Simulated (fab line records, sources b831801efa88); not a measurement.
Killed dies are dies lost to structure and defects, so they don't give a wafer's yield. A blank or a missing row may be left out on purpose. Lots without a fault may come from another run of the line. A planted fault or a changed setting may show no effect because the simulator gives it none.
Chamber matching | flow sky130 | SKY_VIA3_HDPCVD_00 on hdpcvd-01: 3 sister chambers
The step deposits SiO2, target thk 1635 nm, time 272.5 s. 14 wafers are shown with their chamber, then 7 later ones without.

WAFERS WITH THEIR CHAMBER
wafer  | chamber | run_length_s (s) | sih4_flow_sccm (sccm)
L159.4 | 0       | 299.6            | 59.97
L159.5 | 1       | 300.9            | 60.02
L159.6 | 2       | 299.2            | 60.17
L163.2 | 2       | 299.5            | 59.90
L163.5 | 2       | 299.7            | 59.90
L163.6 | 0       | 299.6            | 60.17
L164.1 | 0       | 299.6            | 60.25
L164.3 | 2       | 299.5            | 60.02
L164.5 | 1       | 300.9            | 60.12
L166.2 | 2       | 299.9            | 59.98
L166.5 | 0       | 300.0            | 60.09
L167.3 | 1       | 300.5            | 60.06
L176.1 | 0       | 299.5            | 60.10
L176.3 | 1       | 300.7            | 60.15

SIGNATURES (means of the wafers above)
reading        | chamber 0 | chamber 1 | chamber 2 | scatter within a chamber
run_length_s   | 299.660   | 300.750   | 299.560   | 0.22
sih4_flow_sccm | 60.1160   | 60.0875   | 59.9940   | 0.0967
Rule: a wafer's distance from a chamber is the root of the sum, over the readings, of the square of ((its reading less the chamber's mean) divided by the reading's scatter). The wafer belongs to the nearest chamber; if the next one is less than 2 further off, it can't be placed. The scatter: the root of (the sum of the squares of (reading less its chamber's mean) over the shown wafers, divided by (wafers less chambers)).

WAFERS WITHOUT THEIR CHAMBER
wafer  | run_length_s (s) | sih4_flow_sccm (sccm)
L176.5 | 299.4            | 60.06
L178.2 | 299.9            | 59.78
L178.3 | 299.5            | 59.97
L178.6 | 300.4            | 59.79
L179.2 | 299.8            | 60.18
L179.4 | 300.2            | 60.17
L179.5 | 300.2            | 60.00

WHICH CHAMBER EACH WENT THROUGH
wafer  | from the rows above          | in truth
L176.5 | can't be placed: 2 or 0      | 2
L178.2 | can't be placed: 2 or 0      | 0
L178.3 | can't be placed: 2 or 0      | 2
L178.6 | can't be placed: 1 or 2 or 0 | 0
L179.2 | can't be placed: 0 or 2      | 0
L179.4 | can't be placed: 0 or 1 or 2 | 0
L179.5 | can't be placed: 1 or 0 or 2 | 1
Placed correctly: 0 of 7. Can't be placed from these rows: 7 (the true chamber is among the candidates in 7). Placed wrongly: 0.
